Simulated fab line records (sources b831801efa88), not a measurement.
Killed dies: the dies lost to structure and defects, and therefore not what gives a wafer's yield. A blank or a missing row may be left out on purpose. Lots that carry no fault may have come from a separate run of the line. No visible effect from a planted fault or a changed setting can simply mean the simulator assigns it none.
fab line records ; flow sky130
record lots=12; wafers=36; last-day=50
route steps=708 shown VIA2@527 METAL5@664 PASSIVATION@682 PAD_OPEN@708
lots untouched by any fault: they come from a run of this same line in which no faults occurred
start-h: the number of hours between the record's first day and the start of the first shown wafer of the lot ; wait-h: time in hours since the lot's previous step ; " identical to the entry in the row above ; L1.1+2: a single row standing in for several wafers ; - value missing, or start not given ; * or withheld: withheld ; < > ~ a bound
route shown NAME@n: names a module that has steps shown in the file, with the first one's number in the route ; usual: mean and standard deviation over wafers with no fault ; same: alike in all rows ; chamber/n: place in a boat ; sites: each site's reading ; _std_site: standard deviation across them ; _edge_site: mean of outer sites minus mean of inner sites ; radius-mm: how far each site lies from the wafer's centre ; mask NAME#n: copy n ; behind: the most recent tool/chamber to have shaped the wafer ; hold: why the lot went on hold/how many hours it stayed there/how the hold came to an end ; device: which transistor (n, p or np) failed to switch ; end of line: the tests these same wafers got at the end of their route ; a step given without rows: its recipe and nothing more ; killed: the dies lost at the first sort to structure and to defects; this is not the yield of the wafer ; map: dies across one wafer; x = killed, . = not, _ = none there
set.NAME: setting as actually run; set.NAME@STEP: the setting as run at that earlier step ; model.NAME: the simulator's own value behind a step, which no gauge read
route steps across a sampled set of lots; one table per step, one row per wafer
services: the hour from which a tool's chamber was out of use, counted from the record's first day as start-h (under 0 if before that day), plus the number of hours and why
## steps
# step SKY_VIA2_SPUTTER_20
# recipe material=TiN; target-thk-nm=20; chamber-pressure-pa=5; power-w=4000; time-s=80
# usual throttle-valve-pct=30.1/1
lot.wafer;tool;chamber;start-h;wait-h;throttle-valve-pct
L470.2;pvd-sputter-02;-;859.49;0.0;31.7
L470.3;pvd-sputter-02;-;859.49;0.0;30.4
L470.6;pvd-sputter-02;-;859.49;0.0;30.4
L469.1;pvd-sputter-04;-;863.22;0.0;31.2
L469.2;pvd-sputter-04;-;863.22;0.0;32.4
L469.3;pvd-sputter-04;-;863.22;0.0;30.3
L474.2;pvd-sputter-04;-;906.07;0.0;32.5
L474.3;pvd-sputter-04;-;906.07;0.0;31.4
L474.6;pvd-sputter-04;-;906.07;0.0;30.1
L475.2;pvd-sputter-02;-;910.44;0.0;29.3
L475.5;pvd-sputter-02;-;910.44;0.0;30.4
L475.6;pvd-sputter-02;-;910.44;0.0;29.6
L477.1;pvd-sputter-02;-;921.74;0.0;30.6
L477.5;pvd-sputter-02;-;921.74;0.0;29.2
L477.6;pvd-sputter-02;-;921.74;0.0;30.5
L478.2;pvd-sputter-02;-;936.41;0.0;30.6
L478.3;pvd-sputter-02;-;936.41;0.0;30.4
L478.4;pvd-sputter-02;-;936.41;0.0;29.0
L480.2;pvd-sputter-03;-;939.41;0.0;29.5
L480.3;pvd-sputter-03;-;939.41;0.0;29.7
L480.6;pvd-sputter-03;-;939.41;0.0;29.4
L481.2;pvd-sputter-02;-;953.94;0.0;30.4
L481.3;pvd-sputter-02;-;953.94;0.0;29.3
L481.4;pvd-sputter-02;-;953.94;0.0;30.5
L483.2;pvd-sputter-02;-;958.97;0.0;29.1
L483.5;pvd-sputter-02;-;958.97;0.0;31.8
L483.6;pvd-sputter-02;-;958.97;0.0;29.1
L484.1;pvd-sputter-02;-;960.35;0.0;29.1
L484.2;pvd-sputter-02;-;960.35;0.0;30.4
L484.6;pvd-sputter-02;-;960.35;0.0;30.3
L487.1;pvd-sputter-02;-;982.51;0.0;29.2
L487.2;pvd-sputter-02;-;982.51;0.0;30.4
L487.6;pvd-sputter-02;-;982.51;0.0;29.1
L490.1;pvd-sputter-03;-;1016.00;0.0;29.3
L490.3;pvd-sputter-03;-;1016.00;0.0;28.8
L490.5;pvd-sputter-03;-;1016.00;0.0;29.2
# step SKY_METAL5_SPUTTER_03
# recipe material=Ti; target-thk-nm=5; power-w=3000; time-s=3.3; chamber-pressure-pa=0.4
# usual throttle-valve-pct=30.2/1.2
lot.wafer;tool;chamber;start-h;wait-h;throttle-valve-pct
L470.2;pvd-sputter-04;-;1013.74;0.0;31.5
L470.3;pvd-sputter-04;-;1013.74;0.0;30.4
L470.6;pvd-sputter-04;-;1013.74;0.0;31.3
L469.1;pvd-sputter-04;-;1016.34;0.0;30.2
L469.2;pvd-sputter-04;-;1016.34;0.0;32.7
L469.3;pvd-sputter-04;-;1016.34;0.0;31.6
L474.2;pvd-sputter-03;-;1055.41;0.0;29.2
L474.3;pvd-sputter-03;-;1055.41;0.0;29.0
L474.6;pvd-sputter-03;-;1055.41;0.0;29.8
L475.2;pvd-sputter-01;-;1059.34;0.0;30.4
L475.5;pvd-sputter-01;-;1059.34;0.0;30.1
L475.6;pvd-sputter-01;-;1059.34;0.0;29.2
L477.1;pvd-sputter-03;-;1068.15;0.0;29.8
L477.5;pvd-sputter-03;-;1068.15;0.0;29.7
L477.6;pvd-sputter-03;-;1068.15;0.0;29.1
L478.2;pvd-sputter-03;-;1080.06;0.0;29.5
L478.3;pvd-sputter-03;-;1080.06;0.0;28.8
L478.4;pvd-sputter-03;-;1080.06;0.0;29.3
L480.2;pvd-sputter-03;-;1083.45;0.0;28.9
L480.3;pvd-sputter-03;-;1083.45;0.0;29.2
L480.6;pvd-sputter-03;-;1083.45;0.0;28.9
L481.2;pvd-sputter-04;-;1094.22;0.0;30.3
L481.3;pvd-sputter-04;-;1094.22;0.0;31.7
L481.4;pvd-sputter-04;-;1094.22;0.0;32.4
L483.2;pvd-sputter-03;-;1100.76;0.0;29.0
L483.5;pvd-sputter-03;-;1100.76;0.0;29.1
L483.6;pvd-sputter-03;-;1100.76;0.0;29.0
L484.1;pvd-sputter-04;-;1101.75;0.0;31.6
L484.2;pvd-sputter-04;-;1101.75;0.0;31.3
L484.6;pvd-sputter-04;-;1101.75;0.0;31.4
L487.1;pvd-sputter-03;-;1120.81;0.0;29.0
L487.2;pvd-sputter-03;-;1120.81;0.0;29.7
L487.6;pvd-sputter-03;-;1120.81;0.0;29.7
L490.1;pvd-sputter-01;-;1147.90;0.0;28.6
L490.3;pvd-sputter-01;-;1147.90;0.0;29.5
L490.5;pvd-sputter-01;-;1147.90;0.0;30.0
# step SKY_METAL5_METAL_ETCH_15
# recipe target-depth-a=12600; stop-on=SiO2; over-etch-frac=0.2; time-s=252; chemistry=Cl2/BCl3; resist-sidewall-deg=86; pressure-mtorr=10; icp-w=900; bias-w=48.5; Cl2_flow_sccm=60; bcl3-flow-sccm=30
# usual drypump-motor-current-A=5.7/0.57; mfc-cl2-sccm=60.01/0.19; oes-product-au=0.893/0.0046; throttle-valve-pct=22.264/0.009
lot.wafer;tool;chamber;start-h;wait-h;drypump-motor-current-A;mfc-cl2-sccm;oes-product-au;rf-hours-counter-h;throttle-valve-pct
L470.2;rie-metal-02;0;1036.39;0.0;6.5;59.90;0.889;5;22.277
L470.3;rie-metal-02;0;1036.39;0.0;6.5;60.03;0.894;-;22.265
L470.6;rie-metal-02;1;1036.39;0.0;6.3;60.17;0.895;-;22.270
L469.1;rie-metal-02;0;1038.14;0.0;6.5;60.13;0.895;6;22.268
L469.2;rie-metal-02;1;1038.14;0.0;6.3;59.68;0.900;10;22.260
L469.3;rie-metal-02;0;1038.14;0.0;6.5;59.86;0.890;-;22.264
L474.2;rie-metal-02;1;1076.19;0.0;6.3;59.90;0.901;13;22.268
L474.3;rie-metal-02;0;1076.19;0.0;6.5;59.90;0.889;-;22.263
L474.6;rie-metal-02;0;1076.19;0.0;6.5;59.98;0.884;-;22.263
L475.2;rie-metal-04;1;1080.09;0.0;5.7;60.14;0.890;14;22.278
L475.5;rie-metal-04;1;1080.09;0.0;5.7;60.30;0.894;-;22.263
L475.6;rie-metal-04;0;1080.09;0.0;5.0;60.06;0.895;-;22.265
L477.1;rie-metal-01;1;1089.54;0.0;5.1;59.95;0.890;4;22.252
L477.5;rie-metal-01;1;1089.54;0.0;5.1;59.83;0.891;-;22.255
L477.6;rie-metal-01;0;1089.54;0.0;5.4;59.88;0.896;-;22.273
L478.2;rie-metal-02;0;1100.89;0.0;6.5;59.70;0.886;10;22.264
L478.3;rie-metal-02;0;1100.89;0.0;6.5;59.89;0.886;-;22.273
L478.4;rie-metal-02;1;1100.89;0.0;6.3;59.88;0.895;-;22.267
L480.2;rie-metal-02;1;1103.94;0.0;6.3;59.76;0.890;15;22.270
L480.3;rie-metal-02;1;1103.94;0.0;6.3;59.76;0.889;-;22.276
L480.6;rie-metal-02;1;1103.94;0.0;6.3;59.51;0.886;-;22.272
L481.2;rie-metal-01;0;1114.35;0.1;5.4;60.02;0.896;-;22.260
L481.3;rie-metal-01;0;1114.35;0.1;5.4;60.12;0.896;-;22.262
L481.4;rie-metal-01;0;1114.35;0.1;5.4;60.32;0.892;-;22.259
L483.2;rie-metal-01;0;1120.05;0.1;5.4;60.19;0.897;-;22.266
L483.5;rie-metal-01;0;1120.05;0.1;5.4;60.12;0.888;-;22.270
L483.6;rie-metal-01;0;1120.05;0.1;5.4;60.25;0.896;-;22.258
L484.1;rie-metal-04;1;1122.59;0.0;5.7;60.03;0.895;17;22.256
L484.2;rie-metal-04;0;1122.59;0.0;5.0;60.19;0.900;5;22.247
L484.6;rie-metal-04;0;1122.59;0.0;5.0;60.46;0.884;-;22.259
L487.1;rie-metal-01;1;1140.34;0.0;5.1;59.97;0.898;7;22.250
L487.2;rie-metal-01;0;1140.34;0.0;5.4;60.09;0.906;24;22.282
L487.6;rie-metal-01;1;1140.34;0.0;5.1;59.97;0.897;-;22.268
L490.1;rie-metal-04;0;1165.44;0.0;5.0;60.59;0.894;9;22.267
L490.3;rie-metal-04;1;1165.44;0.0;5.7;59.70;0.891;-;22.254
L490.5;rie-metal-04;0;1165.44;0.0;5.0;60.43;0.892;-;22.280
# step SKY_PASSIVATION_THK_MEAS_01
# recipe reads=SiO2_of_PASSIVATION_CVD_00
# usual PASSIVATION_CVD_00_THK=89.6/1.2
lot.wafer;tool;chamber;start-h;wait-h;PASSIVATION_CVD_00_THK[nm]
L470.2;film-metro-03;-;1037.25;-;89.7
L470.3;film-metro-03;-;1037.25;-;90.3
L470.6;film-metro-03;-;1037.25;-;91.6
L469.1;film-metro-03;-;1039.04;-;87.5
L469.2;film-metro-03;-;1039.04;-;88.5
L469.3;film-metro-03;-;1039.04;-;89.0
L474.2;film-metro-02;-;1077.12;-;90.4
L474.3;film-metro-02;-;1077.12;-;88.8
L474.6;film-metro-02;-;1077.12;-;89.6
L475.2;film-metro-04;-;1080.95;-;90.3
L475.5;film-metro-04;-;1080.95;-;92.0
L475.6;film-metro-04;-;1080.95;-;90.7
L477.1;film-metro-03;-;1090.39;-;88.6
L477.5;film-metro-03;-;1090.39;-;90.3
L477.6;film-metro-03;-;1090.39;-;89.5
L478.2;film-metro-04;-;1101.75;-;87.3
L478.3;film-metro-04;-;1101.75;-;88.1
L478.4;film-metro-04;-;1101.75;-;88.7
L480.2;film-metro-04;-;1104.85;-;88.6
L480.3;film-metro-04;-;1104.85;-;89.3
L480.6;film-metro-04;-;1104.85;-;88.6
L481.2;film-metro-03;-;1115.37;-;89.2
L481.3;film-metro-03;-;1115.37;-;89.7
L481.4;film-metro-03;-;1115.37;-;90.3
L483.2;film-metro-02;-;1121.07;-;89.3
L483.5;film-metro-02;-;1121.07;-;90.3
L483.6;film-metro-02;-;1121.07;-;89.0
L484.1;film-metro-03;-;1123.45;-;90.0
L484.2;film-metro-03;-;1123.45;-;88.3
L484.6;film-metro-03;-;1123.45;-;90.9
L487.1;film-metro-03;-;1141.23;-;88.4
L487.2;film-metro-03;-;1141.23;-;88.1
L487.6;film-metro-03;-;1141.23;-;88.9
L490.1;film-metro-02;-;1166.34;-;90.3
L490.3;film-metro-02;-;1166.34;-;89.3
L490.5;film-metro-02;-;1166.34;-;90.2
# step SKY_PAD_OPEN_PROBE_99
# usual defect-limited-yield=82.6/1.7; killed_at_M0_to_M3=42/6.4; killed_at_M4_up=3.2/1.9; killed-at-contacts=24/4.8; killed-at-front-end=16/4.4; killed-at-other=0.3/0.55; killed-dies=86/8.6; killed-open=46/6.6; killed-short=39/5.7; sort_bin_3_pad_short=0.8/0.41; sort_bin_5_function=10.3/1.5; sort_bin_6_memory=6.3/1; sort-n-pass=406/8.6; sort-yield-pct=82.6/1.7
# same gross-dies=492; killed-at-back-side=0; sort_bin_4_leakage[%]=0; sort_bin_8_speed[%]=0
lot.wafer;tool;chamber;start-h;wait-h;defect-limited-yield[%];killed_at_M0_to_M3;killed_at_M4_up;killed-at-contacts;killed-at-front-end;killed-at-other;killed-dies;killed-open;killed-short;sort_bin_3_pad_short[%];sort_bin_5_function[%];sort_bin_6_memory[%];sort-n-pass;sort-yield-pct[%]
L480.2;prober-01;-;1146.35;0.1;84.8;35;4;20;15;1;75;46;28;0.6;7.3;7.3;417;84.8
L480.3;prober-01;-;1146.40;0.2;80.1;54;0;25;18;1;98;61;36;0.8;12.0;7.1;394;80.1
L480.6;prober-01;-;1146.55;0.2;80.3;47;5;32;13;0;97;44;53;0.2;12.8;6.7;395;80.3
L483.2;prober-01;-;1161.36;0.1;75.8;87;4;12;16;0;119;39;25;1.8;16.7;5.7;373;75.8
L483.5;prober-01;-;1161.51;0.2;72.4;95;5;26;10;0;136;39;39;3.7;17.7;6.3;356;72.4
L483.6;prober-01;-;1161.56;0.2;72.4;93;3;23;17;0;136;47;35;2.6;17.1;7.9;356;72.4
L484.1;prober-02;-;1163.08;0.1;75.2;87;0;24;11;0;122;31;38;3.5;15.9;5.5;370;75.2
L484.2;prober-02;-;1163.13;0.1;72.2;97;1;20;18;1;137;49;28;2.4;17.7;7.7;355;72.2
L484.6;prober-02;-;1163.33;0.2;73.0;90;0;25;18;0;133;46;36;2.6;17.1;7.3;359;73.0
L487.1;prober-01;-;1178.38;0.1;74.4;84;4;21;17;0;126;39;36;3.5;17.7;4.5;366;74.4
L487.2;prober-01;-;1178.43;0.1;71.1;94;6;23;18;1;142;50;38;2.6;17.1;9.1;350;71.1
L487.6;prober-01;-;1178.63;0.2;72.0;100;3;28;7;0;138;48;34;2.4;17.9;7.7;354;72.0
# killed by level:class
L480.2 VIA1:geometric-particle:open=13 CONTACT:geometric-particle:open=7 LI_CONTACT:geometric-particle:open=5 METAL2:geometric-particle:short=5 FIELD_ISO:geometric-particle:open=4 VIA3:geometric-particle:open=4 FIELD_ISO:geometric-particle:short=3 POLY_GATE:geometric-particle:open=3
L480.3 VIA1:geometric-particle:open=14 CONTACT:geometric-particle:open=12 VIA2:geometric-particle:open=8 POLY_GATE:geometric-particle:open=7 VIA1:geometric-particle:short=5 VIA3:geometric-particle:open=4 LI_CONTACT:geometric-particle:open=4 LOCAL_INTERCONNECT:geometric-particle:short=4
L480.6 CONTACT:geometric-particle:open=9 LI_CONTACT:geometric-particle:open=8 VIA3:geometric-particle:open=8 LOCAL_INTERCONNECT:geometric-particle:short=7 CONTACT:geometric-particle:short=7 VIA1:geometric-particle:open=7 METAL1:geometric-particle:short=6 VIA1:geometric-particle:short=5
L483.2 VIA2:unspecified=54 VIA1:geometric-particle:open=8 FIELD_ISO:geometric-particle:open=6 CONTACT:geometric-particle:open=6 FIELD_ISO:geometric-particle:short=5 LI_CONTACT:geometric-particle:open=4 METAL1:geometric-particle:short=4 VIA2:geometric-particle:open=4
L483.5 VIA2:unspecified=58 CONTACT:geometric-particle:open=10 VIA1:geometric-particle:open=8 LI_CONTACT:geometric-particle:open=7 VIA1:geometric-particle:short=7 CONTACT:geometric-particle:short=5 METAL4:geometric-particle:short=5 LOCAL_INTERCONNECT:geometric-particle:short=4
L483.6 VIA2:unspecified=54 CONTACT:geometric-particle:open=10 VIA1:geometric-particle:open=8 VIA2:geometric-particle:open=7 VIA3:geometric-particle:open=6 FIELD_ISO:geometric-particle:short=5 POLY_GATE:geometric-particle:open=5 POLY_GATE:geometric-particle:short=4
L484.1 VIA2:unspecified=53 METAL1:geometric-particle:short=9 CONTACT:geometric-particle:short=8 CONTACT:geometric-particle:open=6 VIA1:geometric-particle:open=6 VIA3:geometric-particle:open=5 FIELD_ISO:geometric-particle:open=4 LI_CONTACT:geometric-particle:open=4
L484.2 VIA2:unspecified=60 VIA1:geometric-particle:open=10 CONTACT:geometric-particle:open=10 VIA3:geometric-particle:open=7 FIELD_ISO:geometric-particle:short=5 LI_CONTACT:geometric-particle:open=5 VIA2:geometric-particle:open=5 FIELD_ISO:geometric-particle:open=4
L484.6 VIA2:unspecified=51 VIA1:geometric-particle:open=13 CONTACT:geometric-particle:open=9 LI_CONTACT:geometric-particle:open=7 VIA1:geometric-particle:short=6 FIELD_ISO:geometric-particle:open=5 VIA2:geometric-particle:open=5 LOCAL_INTERCONNECT:geometric-particle:short=5
L487.1 VIA2:unspecified=51 LI_CONTACT:geometric-particle:open=8 VIA3:geometric-particle:open=7 FIELD_ISO:geometric-particle:short=6 METAL2:geometric-particle:short=6 VIA2:geometric-particle:open=5 CONTACT:geometric-particle:open=5 VIA1:geometric-particle:open=5
L487.2 VIA2:unspecified=54 VIA1:geometric-particle:open=10 LI_CONTACT:geometric-particle:open=9 CONTACT:geometric-particle:open=7 VIA1:geometric-particle:short=7 FIELD_ISO:geometric-particle:short=6 VIA3:geometric-particle:open=6 CONTACT:geometric-particle:short=5
L487.6 VIA2:unspecified=56 VIA2:geometric-particle:open=12 CONTACT:geometric-particle:open=11 LI_CONTACT:geometric-particle:open=7 VIA1:geometric-particle:open=6 METAL1:geometric-particle:short=5 VIA3:geometric-particle:open=5 METAL2:geometric-particle:short=4
## services
tool;chamber;start-h;hours;kind
pvd-sputter-03;-;873.15;0.5;repair
rie-metal-01;0;873.71;8.3;repair
rie-metal-01;0;892.26;5.2;repair
pvd-sputter-04;-;909.72;5.0;repair
pvd-sputter-01;-;923.22;5.2;repair
rie-metal-04;-;930.37;0.8;repair
pvd-sputter-04;3;933.74;-;consumable-replace:kit
pvd-sputter-04;3;933.74;18.0;scheduled-down
pvd-sputter-04;3;933.74;18.0;vent-cycle
pvd-sputter-04;-;953.60;0.5;repair
pvd-sputter-02;1;961.37;-;consumable-replace:kit
pvd-sputter-02;1;961.37;18.0;scheduled-down
pvd-sputter-02;1;961.37;18.0;vent-cycle
rie-metal-04;0;985.02;40.2;repair
pvd-sputter-02;-;1027.54;0.5;repair
pvd-sputter-04;2;1045.99;-;consumable-replace:kit
pvd-sputter-04;2;1045.99;18.0;scheduled-down
pvd-sputter-01;-;1063.79;1.6;repair
pvd-sputter-02;0;1075.51;-;consumable-replace:kit
pvd-sputter-02;0;1075.51;18.0;scheduled-down
pvd-sputter-02;0;1075.51;18.0;vent-cycle
pvd-sputter-04;-;1086.66;4.1;repair
rie-metal-01;1;1109.47;16.3;repair
rie-metal-04;-;1130.78;0.3;repair
## key
first-sign step=SKY_PAD_OPEN_PROBE_99; reading=killed_at_M0_to_M3; direction=up; sigmas=7.8; usual=42; struck=92
effect step=SKY_PAD_OPEN_PROBE_99; reading=killed-dies; direction=up; sigmas=5.4; usual=86; struck=132
met-at SKY_VIA2_SPUTTER_20
struck-lots L483,L484,L487
not-acting-at SKY_METAL5_SPUTTER_03,SKY_METAL5_METAL_ETCH_15,SKY_PASSIVATION_THK_MEAS_01
onset-between 953.94 958.97
fault kind=chamber-particle-source; tool=pvd-sputter-02; chamber=-; onset-h=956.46; steps=SKY_VIA2_SPUTTER_20; rate-per-visit-cm2=0.80153; end-h=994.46
